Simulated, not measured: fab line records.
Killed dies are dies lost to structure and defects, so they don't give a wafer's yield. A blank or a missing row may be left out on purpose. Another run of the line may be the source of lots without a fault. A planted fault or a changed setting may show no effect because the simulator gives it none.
Comparing a struck lot with a sound one -- flow sky130 -- 14 steps out of a route of 708
Sound: the wafers L203.1, L203.5, L203.6. Struck: wafers L223.1, L223.3, L223.4. The cause comes at the end.
Each step with rows lists, per side, the tool, then ch with its chambers, then its first start. Under that, the readings that differ: sound wafers -- struck wafers -- difference of the means -- sigmas: that difference in standard deviations of wafers without a fault.
alike: same words and numbers on both sides, and readings whose means sit less than 2 such deviations apart. not compared: any withheld reading, any reading some wafer has no value for, any bound like >300 that may hide the same value, and any number with overlapping values for which the record gives no deviation.
Wherever a step has rows on one side only, a row that says differs or no value, or a row with sigmas, the two part there. Numbers that don't overlap but have no deviation are shown without sigmas and don't part them. A reading that every wafer of one side lacks parts them only if that side has two wafers or more.

first, 3 steps without rows for these wafers: SKY_METAL3_CLEAN_21 (cleans in IPA, time 180 s); SKY_METAL3_CLEAN_22 (cleans in O3/DIW); SKY_VIA3_HDPCVD_00 (deposits SiO2, target thk 1635 nm, time 272.5 s).
SKY_VIA3_THK_MEAS_01:
  sound on film-metro-02 at day 38 20:11; struck on film-metro-01 at day 44 22:37
  alike: VIA3_HDPCVD_THK
SKY_VIA3_CMP_02: polishes SiO2.
  sound on cmp-02 ch 0,1,2, day 38 20:23; struck on cmp-02 ch 1,2,3, day 44 22:40
  alike: motor-current-A
SKY_VIA3_BOW_MEAS_03:
  sound on film-metro-04 at day 38 20:32; struck on film-metro-04 at day 44 22:59
  alike: VIA3_BOW
then, 6 steps without rows for these wafers: SKY_VIA3_DEHYDRATE_04 (time 60 s); SKY_VIA3_HMDS_05 (prime time 60 s); SKY_VIA3_COAT_06 (resist thk 60 nm); SKY_VIA3_COAT_07 (resist thk 450 nm); SKY_VIA3_SOFTBAKE_08 (time 90 s); SKY_VIA3_EXPOSE_09 (exposes mask VIM3, target cd 200 nm).
SKY_VIA3_PEB_10:
  struck on litho-track-04, day 45 20:00; sound on litho-track-01 ch 0, day 39 20:00
reading,sound,struck,difference,sigmas
exhaust-pa (Pa),44.9 45.8 45.7,- - -,no value on the struck wafers,
  not compared: chill-plate-temp-C
then, 1 step without rows for these wafers: SKY_VIA3_DEVELOP_11 (develop time 60 s).

## WHERE THEY PART
At SKY_VIA3_PEB_10 and nowhere else, as far as this record goes.

WHY: what had been put in by the simulator
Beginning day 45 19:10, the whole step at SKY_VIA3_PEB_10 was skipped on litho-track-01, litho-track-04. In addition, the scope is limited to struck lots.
